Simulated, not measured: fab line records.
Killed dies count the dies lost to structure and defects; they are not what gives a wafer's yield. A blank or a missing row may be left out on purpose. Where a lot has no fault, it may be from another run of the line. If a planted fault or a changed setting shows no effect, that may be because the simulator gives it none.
What tool caused it? / flow sky130 / 6 lots (18 wafers sampled), 1 step of a 708-step route

WHAT THE GAUGES READ, wafer by wafer
SKY_LDD_HVP_OVL_MEAS_07.
lot=L829; measured=day 22 05:42; on=overlay-01; LDD_HVP_OVL (nm)=0.8 0.0 0.7
lot=L832; measured=day 23 03:47; on=overlay-01; LDD_HVP_OVL (nm)=-1.5 1.4 0.6
lot=L835; measured=day 24 11:32; on=overlay-01; LDD_HVP_OVL (nm)=2.3 4.2 1.8
lot=L842; measured=day 26 19:54; on=overlay-01; LDD_HVP_OVL (nm)=-2.2 -1.0 -2.3
lot=L847; measured=day 28 21:59; on=overlay-02; LDD_HVP_OVL (nm)=-2.4 -3.0 -2.7
lot=L849; measured=day 29 00:47; on=overlay-02; LDD_HVP_OVL (nm)=-3.5 -2.4 -1.6

WHICH TOOL RAN EACH LOT (tool, then ch and the chambers of the sampled wafers, then the start)
No process step before these readings appears in the record.

THE ANSWER, worked out from the rows above alone
Rule: the usual values come from the lots themselves. Put in order of their means at a reading, lots are off if they are a third of the lots or fewer, leave a main group of 4 or more, and stand apart from it by a gap of 3 or more times the standard deviation of the main group's means; of several such gaps the widest counts. Not used: any main group whose means are identical at the precision the tables above print for the reading. Also off: a lot with no number at a reading for which 4 or more lots have one. Any other lot the step has rows for is counted as sound.
None of the lots is off at any reading shown; this tells nothing.

WHAT THE SIMULATOR HAD PUT IN
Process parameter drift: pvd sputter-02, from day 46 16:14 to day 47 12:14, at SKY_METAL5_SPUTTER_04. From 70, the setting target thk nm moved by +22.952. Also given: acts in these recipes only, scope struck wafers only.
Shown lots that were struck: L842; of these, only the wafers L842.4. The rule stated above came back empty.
